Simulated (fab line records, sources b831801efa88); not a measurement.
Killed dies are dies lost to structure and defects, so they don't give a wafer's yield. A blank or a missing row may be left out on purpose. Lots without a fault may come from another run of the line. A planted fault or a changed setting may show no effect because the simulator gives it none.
fab line records | flow sfq_line
record lots=6 wafers=18 last_day=86
route steps=325 shown M7@285 I7@296 M8@311
lots that met no fault: from a run of the same line without faults
start_h: hours from the record's first day to the start of the lot's first wafer shown | wait_h: hours since the lot's step before | " the same as in the row above | L1.1+2: a row that stands for several wafers | - no value, or no start given | * or withheld: withheld | < > ~ a bound
route shown NAME@n: a module of which the file shows steps, and the number in the route of the first | usual: mean/standard deviation of fault-free wafers | same: alike in all rows | chamber/n: place in a boat | sites: the reading at each site | _std_site: their standard deviation | _edge_site: outer sites' mean less inner sites' | radius_mm: how far each site lies from the wafer's centre | mask NAME#n: copy n | behind: the tool/chamber that last shaped the wafer | hold: why the lot was held/for how many hours/how that ended | device: the transistor (n, p or np) that didn't switch | end of line: the same wafers' tests at the end of the route | a step without rows: its recipe alone | killed: dies lost to structure and defects at the first sort, not the wafer's yield | map: a wafer's dies, x killed, . not, _ none there
set.NAME: the setting as run; set.NAME@STEP: as run at that earlier step | model.NAME: the simulator's own value behind a step, which no gauge read
lots at some steps of the route; a table a step, a row a wafer
services: from which hour (start_h, from the record's first day; less than 0 if before it) a tool's chamber was out of use, for how many hours, and why
## steps
# step SFQ_TRILAYER_M7_LITHO_COAT_182
# recipe resist=BARC spin_rpm=3000 resist_thk_nm=62
# step SFQ_TRILAYER_M7_LITHO_COAT_177
# recipe resist=KrF spin_rpm=3000 resist_thk_nm=600
# step SFQ_TRILAYER_M7_LITHO_SOFTBAKE_181
# recipe temp_c=withheld time_s=withheld resist=KrF
# step SFQ_TRILAYER_M7_LITHO_EXPOSE_178
# recipe mask_id=M7 na=0.6 source_shape=conventional sigma_outer=0.65 target_cd_nm=500 dose_mj=14.4
# step SFQ_TRILAYER_M7_LITHO_PEB_180
# recipe peb_temp_c=115 peb_time_s=60 resist=KrF
# step SFQ_TRILAYER_M7_LITHO_DEVELOP_179
# recipe time_s=60 resist=KrF
# step SFQ_M7_OVL_MEAS_945
# usual M7_OVL=-4/5.8
# columns lot.wafer tool chamber start_h wait_h M7_OVL[nm]
L654.1 overlay-01 - 1719.95 0.1 -7
L654.3 " - " " -8
L654.5 " - " " -7
L664.1 overlay-02 - 1824.00 0.1 3
L664.2 " - " " -3
L664.5 " - " " 3
L667.2 overlay-02 - 1834.81 0.1 5
L667.5 " - " " -6
L667.6 " - " " 1
L673.1 overlay-01 - 1961.53 0.1 2
L673.2 " - " " 5
L673.5 " - " " 4
L675.2 overlay-01 - 2050.80 0.1 1
L675.4 " - " " -1
L675.5 " - " " 0
L676.1 overlay-01 - 2051.99 0.1 -5
L676.2 " - " " -5
L676.6 " - " " -3
# step SFQ_TRILAYER_M7_BARC_OPEN_METAL_ETCH_229
# recipe mask_material=PR chemistry=O2 target_depth_nm=125 target=BARC icp_w=600 bias_w=80 pressure_mtorr=10 time_s=41.7
# usual bias_w=79.99/0.23 drypump_motor_current_A=5.5/0.48 oes_product_au=0.685/0.0046 rf_fwd_power_W=592.5/2
# columns lot.wafer tool chamber start_h wait_h bias_w drypump_motor_current_A oes_product_au rf_fwd_power_W rf_hours_counter_h
L654.1 rie_metal-03 0 1719.98 0.0 79.83 5.1 0.688 592.4 98
L654.3 " 0 " " 80.06 5.1 0.681 593.0 -
L654.5 " 0 " " 79.89 5.1 0.683 592.6 -
L664.1 rie_metal-02 1 1824.04 0.0 80.18 5.7 0.684 591.0 111
L664.2 " 0 " " 80.21 5.5 0.692 590.9 85
L664.5 " 1 " " 80.32 5.7 0.686 591.9 -
L667.2 rie_metal-04 1 1834.84 0.0 80.05 5.4 0.687 593.1 106
L667.5 " 1 " " 80.13 5.4 0.683 594.3 -
L667.6 " 0 " " 80.25 4.9 0.687 592.4 -
L673.1 rie_metal-02 0 1961.57 0.0 79.69 5.5 0.691 594.4 104
L673.2 " 1 " " 80.18 5.7 0.685 592.5 3
L673.5 " 1 " " 80.08 5.7 0.680 591.5 -
L675.2 rie_metal-04 0 2050.83 0.0 80.21 4.9 0.675 593.2 56
L675.4 " 1 " " 79.71 5.4 0.687 591.4 -
L675.5 " 0 " " 80.23 4.9 0.684 592.0 -
L676.1 rie_metal-02 0 2052.03 0.0 80.01 5.5 0.684 597.7 117
L676.2 " 1 " " 80.25 5.7 0.692 593.5 17
L676.6 " 0 " " 80.11 5.5 0.679 598.1 -
# step SFQ_TRILAYER_M7_ETCH_METAL_ETCH_180
# recipe target=Nb stop_on=SiO2 mask_material=PR chemistry=Cl2/Ar target_depth_nm=240 icp_w=600 bias_w=80 pressure_mtorr=10 time_s=120
# step SFQ_TRILAYER_M7_STRIP_STRIP_181
# recipe gas=O2 power_w=200 platen_temp_c=40 overash_fraction=0.65 chemistry=O2 pressure_mtorr=50
# usual drypump_motor_current_A=5.5/0.49 oes_product_au=0.999/0.0076
# same overash_fraction=0.65
# columns lot.wafer tool chamber start_h wait_h drypump_motor_current_A oes_product_au rf_hours_counter_h
L654.1 rie_metal-03 0 1720.17 0.1 5.1 0.998 98
L654.3 " 0 " " 5.1 0.994 -
L654.5 " 0 " " 5.1 0.985 -
L664.1 rie_metal-02 1 1824.22 0.1 5.7 0.991 111
L664.2 " 0 " " 5.5 0.999 85
L664.5 " 1 " " 5.7 0.994 -
L667.2 rie_metal-04 1 1835.02 0.1 5.5 1.006 106
L667.5 " 1 " " 5.5 1.001 -
L667.6 " 0 " " 4.9 1.009 -
L673.1 rie_metal-02 0 1961.75 0.1 5.4 0.987 104
L673.2 " 1 " " 5.7 1.003 3
L673.5 " 1 " " 5.7 0.994 -
L675.2 rie_metal-04 0 2051.01 0.1 4.9 1.004 56
L675.4 " 1 " " 5.5 0.997 -
L675.5 " 0 " " 4.9 1.007 -
L676.1 rie_metal-02 0 2052.21 0.1 5.5 1.007 118
L676.2 " 1 " " 5.7 0.993 17
L676.6 " 0 " " 5.5 0.993 -
# step SFQ_TRILAYER_M7_STRIP_SOLV_CLEAN_182
# recipe chemistry=NMP temp_c=70 time_s=600
# step SFQ_TRILAYER_I7_DEP_PECVD_183
# recipe material=SiO2 temp_c=150 time_s=111.11 pressure_torr=2.4 rf_w=183.3 precursor=SiH4/N2O target_thk_nm=500
# usual heater_power_w=88/19 rf_fwd_power_W=182.3/0.52 throttle_valve_pct=24.2/1.4
# columns lot.wafer tool chamber start_h wait_h heater_power_w rf_fwd_power_W since_wet_clean_h throttle_valve_pct
L654.1 pecvd-02 2 1720.94 0.0 80 182.8 1143 25.9
L654.3 " 0 " " 78 181.7 1143 27.0
L654.5 " 1 " " 84 182.5 - 22.9
L664.1 pecvd-01 2 1825.00 0.0 73 181.5 125 23.2
L664.2 " 1 " " 96 181.8 125 22.3
L664.5 " 2 " " 74 181.0 - 23.1
L667.2 pecvd-01 1 1835.80 0.0 78 182.8 136 22.2
L667.5 " 1 " " 88 182.5 - 22.2
L667.6 " 2 " " 71 181.6 - 23.3
L673.1 pecvd-01 2 1962.70 0.0 74 182.1 262 23.9
L673.2 " 1 " " 97 182.1 262 22.6
L673.5 " 1 " " 86 181.2 - 22.5
L675.2 pecvd-02 1 2051.84 0.0 84 182.5 1474 22.9
L675.4 " 2 " " 67 181.7 - 26.0
L675.5 " 0 " " 67 181.8 - 27.1
L676.1 pecvd-01 1 2053.00 0.0 90 182.2 353 23.1
L676.2 " 0 " " 104 181.4 353 23.9
L676.6 " 1 " " 92 182.7 - 23.0
# step SFQ_TRILAYER_I7_CMP_CMP_184
# recipe material=SiO2 down_force_psi=3 platen_rpm=60 pad_velocity_m_s=0.94248
# usual motor_current_A=9.7/0.93 time_to_endpoint_s=218/6.3
# columns lot.wafer tool chamber start_h wait_h motor_current_A time_to_endpoint_s model.SiO2_of_TRILAYER_I7_DEP_PECVD_183.thk_nm
L654.1 cmp-01 3 1721.52 0.5 8.5 220 200.5
L654.3 " 0 " " 10.1 211 199.4
L654.5 " 2 1723.02 2.0 9.3 219 200.4
L664.1 cmp-01 3 1825.58 0.5 8.6 226 200.3
L664.2 " 0 " " 9.5 222 201.7
L664.5 " 3 1827.58 2.5 8.7 283 307.4
L667.2 cmp-01 2 1837.79 2.0 8.3 221 201.1
L667.5 " 2 1839.79 3.9 8.8 283 307.9
L667.6 " 3 " " 8.5 225 201.3
L673.2 cmp-01 1 1962.82 0.1 9.1 210 199.1
L673.1 " 3 1963.82 1.1 8.5 203 200
L673.5 " 1 1964.82 2.0 9.6 215 200.5
L675.2 cmp-02 0 2052.02 0.1 9.2 214 200.4
L675.4 " 2 2053.02 1.1 9.7 216 201.6
L675.5 " 1 2054.52 2.6 10.1 217 199.6
L676.1 cmp-01 3 2054.76 1.7 8.5 218 200
L676.2 " 1 2055.76 2.7 9.6 212 201.4
L676.6 " 0 2057.26 4.2 9.6 219 200.4
# step SFQ_I7_BOW_MEAS_946
# recipe mode=bow
# usual I7_BOW=4/11
# columns lot.wafer tool chamber start_h wait_h I7_BOW[um]
L654.1 film_metro-01 - 1724.02 2.0 -5
L654.3 " - " " -27
L654.5 " - " " -11
L664.1 film_metro-03 - 1828.08 2.0 7
L664.2 " - " " 5
L664.5 " - " " 4
L667.2 film_metro-03 - 1840.92 2.6 7
L667.5 " - " " 2
L667.6 " - " " 10
L673.1 film_metro-01 - 1965.82 1.5 -17
L673.2 " - " " 7
L673.5 " - " " -4
L675.2 film_metro-04 - 2055.04 2.5 3
L675.4 " - " " 0
L675.5 " - " " 0
L676.1 film_metro-04 - 2057.76 2.5 14
L676.2 " - " " 1
L676.6 " - " " 4
# step SFQ_TRILAYER_I7_METRO_MEASURE_185
# usual thk_nm=200.5/1.1
# columns lot.wafer tool chamber start_h wait_h thk_nm
L654.1 film_metro-01 - 1724.14 0.1 200.5
L654.3 " - " " 199.5
L654.5 " - " " 200.3
L664.1 film_metro-03 - 1828.20 0.1 200.3
L664.2 " - " " 201.6
L664.5 " - " " 307.5
L667.2 film_metro-03 - 1841.22 0.3 201.1
L667.5 " - " " 307.8
L667.6 " - " " 201.2
L673.1 film_metro-01 - 1965.94 0.1 200.0
L673.2 " - " " 199.0
L673.5 " - " " 200.6
L675.2 film_metro-04 - 2055.34 0.3 200.4
L675.4 " - " " 201.7
L675.5 " - " " 199.7
L676.1 film_metro-04 - 2057.88 0.1 200.0
L676.2 " - " " 201.4
L676.6 " - " " 200.5
# step SFQ_TRILAYER_I7_VIA_LITHO_COAT_192
# recipe resist=BARC spin_rpm=3000 resist_thk_nm=62
# step SFQ_TRILAYER_I7_VIA_LITHO_COAT_187
# recipe resist=KrF spin_rpm=3000 resist_thk_nm=650
# step SFQ_TRILAYER_I7_VIA_LITHO_SOFTBAKE_191
# recipe temp_c=withheld time_s=withheld resist=KrF
# step SFQ_TRILAYER_I7_VIA_LITHO_EXPOSE_188
# recipe mask_id=I7 na=0.6 source_shape=conventional sigma_outer=0.65 target_cd_nm=1000 dose_mj=21.3
# step SFQ_TRILAYER_I7_VIA_LITHO_PEB_190
# recipe peb_temp_c=115 peb_time_s=60 resist=KrF
# step SFQ_TRILAYER_I7_VIA_LITHO_DEVELOP_189
# recipe time_s=60 resist=KrF
# step SFQ_I7_OVL_MEAS_947
# usual I7_OVL=1/5.2
# columns lot.wafer tool chamber start_h wait_h I7_OVL[nm]
L654.1 overlay-01 - 1822.95 0.1 -3
L654.3 " - " " -4
L654.5 " - " " -9
L664.1 overlay-01 - 1938.73 0.1 -4
L664.2 " - " " -4
L664.5 " - " " -2
L667.2 overlay-02 - 1949.54 0.1 9
L667.5 " - " " 5
L667.6 " - " " 6
L673.1 overlay-01 - 1969.39 0.1 10
L673.2 " - " " 8
L673.5 " - " " 16
L675.2 overlay-01 - 2066.50 0.1 6
L675.4 " - " " 0
L675.5 " - " " 3
L676.1 overlay-01 - 2067.69 0.1 1
L676.2 " - " " 1
L676.6 " - " " 1
# step SFQ_TRILAYER_I7_VIA_BARC_OPEN_VIA_ETCH_260
# recipe mask_material=PR chemistry=O2 target_depth_nm=125 target=BARC source_w=500 bias_w=80 pressure_mtorr=30 time_s=41.7
# usual bias_w=80.05/0.25 drypump_motor_current_A=5.9/0.39 oes_product_au=0.684/0.0046 rf_fwd_power_W=495.0/1.9
# columns lot.wafer tool chamber start_h wait_h bias_w drypump_motor_current_A oes_product_au rf_fwd_power_W rf_hours_counter_h
L654.1 rie_diel-01 3 1822.99 0.0 80.14 5.9 0.674 497.5 4
L654.3 " 1 " " 79.88 5.1 0.680 493.0 4
L654.5 " 3 " " 80.00 5.9 0.682 496.0 -
L664.1 rie_diel-04 1 1938.77 0.0 80.42 5.7 0.686 495.0 6
L664.2 " 0 " " 79.91 6.5 0.688 494.1 7
L664.5 " 3 " " 79.77 6.2 0.687 494.7 -
L667.2 rie_diel-04 1 1949.57 0.0 80.44 5.7 0.689 497.6 6
L667.5 " 0 " " 79.83 6.5 0.681 493.3 -
L667.6 " 1 " " 80.08 5.7 0.686 497.6 -
L673.1 rie_diel-04 3 1969.43 0.0 79.94 6.2 0.690 493.4 15
L673.2 " 1 " " 79.85 5.8 0.684 493.9 6
L673.5 " 0 " " 79.74 6.5 0.688 495.0 -
L675.2 rie_diel-02 1 2066.53 0.0 80.35 5.5 0.688 492.9 2
L675.4 " 0 " " 79.71 5.8 0.684 493.4 18
L675.5 " 0 " " 80.06 5.8 0.690 493.6 -
L676.1 rie_diel-01 1 2067.73 0.0 79.84 5.2 0.684 494.2 7
L676.2 " 3 " " 80.15 5.9 0.679 497.2 7
L676.6 " 1 " " 80.16 5.1 0.681 493.9 -
# step SFQ_TRILAYER_I7_VIA_ETCH_VIA_ETCH_190
# recipe target=SiO2 stop_on=Nb mask_material=PR taper_deg=20 chemistry=CHF3 target_depth_nm=260 source_w=500 bias_w=80 pressure_mtorr=30 time_s=withheld
# usual bias_w=79.99/0.24 drypump_motor_current_A=5.9/0.39 oes_product_au=0.856/0.0056 rf_fwd_power_W=498.1/1.6
# columns lot.wafer tool chamber start_h wait_h bias_w drypump_motor_current_A oes_product_au rf_fwd_power_W model.I7.feature_depth_nm model.etch.depth_nm
L654.1 rie_diel-01 3 1823.03 0.0 80.29 5.9 0.856 496.8 200.5 200.5
L654.3 " 1 " " 80.27 5.1 0.849 495.0 199.4 199.4
L654.5 " 3 " " 80.16 5.9 0.850 498.0 200.4 200.4
L664.1 rie_diel-04 1 1938.81 0.0 79.85 5.7 0.854 499.4 200.3 200.3
L664.2 " 0 " " 80.34 6.5 0.860 495.7 201.7 201.7
L664.5 " 3 " " 80.51 6.3 1.007 500.0 262.1 262.1
L667.2 rie_diel-04 1 1949.61 0.0 79.71 5.7 0.856 497.5 201.1 201.1
L667.5 " 0 " " 79.90 6.5 1.013 496.6 259.6 259.6
L667.6 " 1 " " 79.77 5.7 0.851 497.1 201.3 201.3
L673.1 rie_diel-04 3 1969.47 0.0 80.27 6.3 0.859 496.8 200 200
L673.2 " 1 " " 79.95 5.7 0.853 496.6 199.1 199.1
L673.5 " 0 " " 79.99 6.6 0.854 496.9 200.5 200.5
L675.2 rie_diel-02 1 2066.57 0.0 80.18 5.4 0.867 494.5 200.4 200.4
L675.4 " 0 " " 79.85 5.8 0.863 500.5 201.6 201.6
L675.5 " 0 " " 80.40 5.8 0.861 499.9 199.6 199.6
L676.1 rie_diel-01 1 2067.77 0.0 79.61 5.1 0.853 500.2 200 200
L676.2 " 3 " " 80.18 5.9 0.857 500.5 201.4 201.4
L676.6 " 1 " " 79.79 5.2 0.844 497.1 200.4 200.4
# step SFQ_TRILAYER_I7_VIA_STRIP_STRIP_191
# recipe gas=O2 power_w=200 platen_temp_c=40 overash_fraction=0.65 chemistry=O2 pressure_mtorr=50
# usual drypump_motor_current_A=5.30/0.27 oes_product_au=0.999/0.0079
# same overash_fraction=0.65
# columns lot.wafer tool chamber start_h wait_h drypump_motor_current_A oes_product_au rf_hours_counter_h
L654.1 rie_metal-04 1 1823.14 - 5.50 1.000 103
L654.3 " 0 " " 4.86 1.006 -
L654.5 " 1 " " 5.48 1.001 -
L664.1 rie_metal-01 1 1938.92 - 5.39 0.997 110
L664.2 " 0 " " 5.33 0.995 33
L664.5 " 1 " " 5.40 0.996 -
L667.2 rie_metal-02 0 1949.72 - 5.46 0.991 102
L667.5 " 1 " " 5.68 0.996 -
L667.6 " 0 " " 5.46 0.995 -
L673.1 rie_metal-04 0 1969.58 - 4.86 0.997 51
L673.2 " 1 " " 5.46 0.999 123
L673.5 " 1 " " 5.44 0.994 -
L675.2 rie_metal-01 0 2066.68 - 5.34 1.005 40
L675.4 " 0 " " 5.37 0.995 -
L675.5 " 1 " " 5.39 0.999 -
L676.1 rie_metal-04 0 2067.88 - 4.90 1.009 58
L676.2 " 1 " " 5.45 0.986 4
L676.6 " 0 " " 4.88 1.001 -
# step SFQ_TRILAYER_I7_VIA_STRIP_SOLV_CLEAN_192
# recipe chemistry=NMP temp_c=70 time_s=600
# step SFQ_TRILAYER_M8_LITHO_LOR_COAT_197
# recipe resist=lift-off spin_rpm=3000
# step SFQ_TRILAYER_M8_LITHO_LOR_BAKE_198
# recipe resist=lift-off temp_c=withheld time_s=withheld
# step SFQ_TRILAYER_M8_LITHO_COAT_193
# recipe resist=KrF spin_rpm=3000 resist_thk_nm=600
# step SFQ_TRILAYER_M8_LITHO_SOFTBAKE_199
# recipe temp_c=withheld time_s=withheld resist=KrF
# step SFQ_TRILAYER_M8_LITHO_EXPOSE_194
# recipe mask_id=M8 na=0.6 source_shape=conventional sigma_outer=0.65 target_cd_nm=2000 dose_mj=14.4
# step SFQ_TRILAYER_M8_LITHO_PEB_196
# recipe peb_temp_c=115 peb_time_s=60 resist=KrF
# step SFQ_TRILAYER_M8_LITHO_DEVELOP_195
# recipe img_clear_s=15 time_s=55 resist=KrF
# step SFQ_M8_OVL_MEAS_948
# usual M8_OVL=2/6
# columns lot.wafer tool chamber start_h wait_h M8_OVL[nm]
L654.1 overlay-01 - 1932.72 0.1 -7
L654.3 " - " " -7
L654.5 " - " " -6
L664.1 overlay-01 - 2032.66 0.1 0
L664.2 " - " " 0
L664.5 " - " " 0
L667.2 overlay-01 - 2044.79 0.1 0
L667.5 " - " " -9
L667.6 " - " " -1
L673.1 overlay-01 - 2060.38 0.1 -7
L673.2 " - " " -10
L673.5 " - " " -3
L675.2 overlay-01 - 2073.49 0.1 9
L675.4 " - " " 5
L675.5 " - " " 3
L676.1 overlay-01 - 2074.68 0.1 7
L676.2 " - " " 9
L676.6 " - " " 8
# step SFQ_TRILAYER_M8_DEP_EVAP_197
# recipe material=Ti angular_spread_deg=1 target_thk_nm=20 time_s=100 power_w=2000
# step SFQ_TRILAYER_M8_DEP_EVAP_198
# recipe material=Pt angular_spread_deg=1 target_thk_nm=50 time_s=250 power_w=2000
# step SFQ_TRILAYER_M8_DEP_EVAP_196
# recipe material=Au angular_spread_deg=1 target_thk_nm=180 time_s=900 power_w=2000
# step SFQ_M8_RS_MEAS_949
# recipe thk_meas_gauge=four-point-probe reads=Au_of_TRILAYER_M8_DEP_EVAP_196+Pt_of_TRILAYER_M8_DEP_EVAP_198+Ti_of_TRILAYER_M8_DEP_EVAP_197
# usual M8_AU_RS=0.1541/0.0014
# columns lot.wafer tool chamber start_h wait_h M8_AU_RS[ohm/sq]
L654.1 film_metro-02 - 1933.50 0.3 0.1526
L654.3 " - " " 0.1528
L654.5 " - " " 0.1527
L664.1 film_metro-04 - 2033.44 0.3 0.1561
L664.2 " - " " 0.1582
L664.5 " - " " 0.1567
L667.2 film_metro-02 - 2045.58 0.3 0.1542
L667.5 " - " " 0.1537
L667.6 " - " " 0.1539
L673.1 film_metro-02 - 2061.16 0.3 0.1548
L673.2 " - " " 0.1538
L673.5 " - " " 0.1535
L675.2 film_metro-02 - 2074.28 0.3 0.1552
L675.4 " - " " 0.1543
L675.5 " - " " 0.1544
L676.1 film_metro-03 - 2075.46 0.3 0.1525
L676.2 " - " " 0.1535
L676.6 " - " " 0.1534
# step SFQ_M8_THK_MEAS_950
# recipe thk_meas_gauge=xrf reads=Au_of_TRILAYER_M8_DEP_EVAP_196
# usual M8_AU_THK=178.1/1.5
# columns lot.wafer tool chamber start_h wait_h M8_AU_THK[nm]
L654.1 film_metro-02 - 1933.62 0.1 179.6
L654.3 " - " " 178.5
L654.5 " - " " 178.5
L664.1 film_metro-04 - 2033.56 0.1 176.7
L664.2 " - " " 175.1
L664.5 " - " " 175.5
L667.2 film_metro-02 - 2045.69 0.1 177.4
L667.5 " - " " 178.1
L667.6 " - " " 177.8
L673.1 film_metro-02 - 2061.28 0.1 177.4
L673.2 " - " " 177.4
L673.5 " - " " 178.2
L675.2 film_metro-02 - 2074.39 0.1 178.4
L675.4 " - " " 178.4
L675.5 " - " " 177.7
L676.1 film_metro-03 - 2075.58 0.1 180.1
L676.2 " - " " 178.7
L676.6 " - " " 178.5
# step SFQ_TRILAYER_M8_LIFTOFF_LIFTOFF_197
# recipe temp_c=80 time_s=600 chemistry=NMP
# step SFQ_M8_BOW_MEAS_951
# recipe mode=bow
# usual M8_BOW=5/12
# columns lot.wafer tool chamber start_h wait_h M8_BOW[um] model.etest.i7.link_ohm
L654.1 film_metro-04 - 1933.86 0.0 -5 1.068
L654.3 " - " " -27 1.069
L654.5 " - " " -9 1.066
L664.1 film_metro-02 - 2033.79 0.0 9 1.058
L664.2 " - " " 6 1.055
L664.5 " - " " 6 1e+06
L667.2 film_metro-04 - 2045.95 0.0 8 1.057
L667.5 " - " " 2 1e+06
L667.6 " - " " 11 1.053
L673.1 film_metro-04 - 2061.52 0.0 -18 1.057
L673.2 " - " " 8 1.052
L673.5 " - " " -3 1.056
L675.2 film_metro-04 - 2074.64 0.0 4 1.054
L675.4 " - " " 1 1.06
L675.5 " - " " 2 1.057
L676.1 film_metro-02 - 2075.82 0.0 16 1.067
L676.2 " - " " 4 1.066
L676.6 " - " " 5 1.07
## services
# columns tool chamber start_h hours kind
cmp-01 - 1696.00 16.6 repair
pecvd-01 0 1697.68 3.3 repair
rie_diel-04 1 1713.04 2.2 repair
pecvd-01 - 1733.30 0.6 repair
rie_metal-02 1 1751.67 18.5 repair
rie_diel-01 1 1753.49 1.4 repair
cmp-01 - 1760.06 1.0 repair
rie_diel-04 2 1767.65 9.8 repair
rie_metal-02 - 1767.73 14.6 pm
cmp-01 - 1774.31 4.0 pm
rie_diel-01 0 1785.38 8.0 repair
rie_metal-02 - 1816.02 0.1 repair
cmp-01 - 1832.88 4.9 pm
rie_metal-02 - 1847.14 1.4 pm
rie_metal-02 0 1882.42 2.1 repair
cmp-01 - 1883.29 0.2 repair
cmp-01 - 1925.79 24.6 repair
cmp-01 - 1928.16 1.5 repair
cmp-01 - 1970.77 5.4 repair
cmp-01 - 1972.90 0.2 repair
rie_diel-04 0 1977.87 4.0 repair
rie_metal-04 - 1998.13 0.9 repair
cmp-01 - 2022.61 5.1 pm
cmp-01 - 2028.21 1.3 repair
## key
first_sign step=SFQ_TRILAYER_I7_CMP_CMP_184 reading=time_to_endpoint_s direction=up sigmas=10 usual=* struck=*
effect step=SFQ_TRILAYER_I7_METRO_MEASURE_185 reading=thk_nm direction=up sigmas=99+ usual=200.5 struck=307.6
effect step=SFQ_TRILAYER_I7_VIA_ETCH_VIA_ETCH_190 reading=oes_product_au direction=up sigmas=28 usual=0.856 struck=1.010
model_effect step=SFQ_TRILAYER_I7_CMP_CMP_184 value=SiO2_of_TRILAYER_I7_DEP_PECVD_183.thk_nm without=201.2 struck=307.6
model_effect step=SFQ_TRILAYER_I7_VIA_ETCH_VIA_ETCH_190 value=I7.feature_depth_nm without=201.2 struck=260.9
model_effect step=SFQ_M8_BOW_MEAS_951 value=etest.i7.link_ohm without=1.058 struck=1e+06
met_at SFQ_TRILAYER_I7_CMP_CMP_184
struck_wafers L664.5,L667.5
onset_between 1721.52 1825.58
fault kind=process_parameter_drift tool=cmp-01 chamber=- onset_h=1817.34 steps=SFQ_TRILAYER_I7_CMP_CMP_184 channel=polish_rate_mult offset=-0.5 shape=step end_h=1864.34 scope=struck_wafers_only
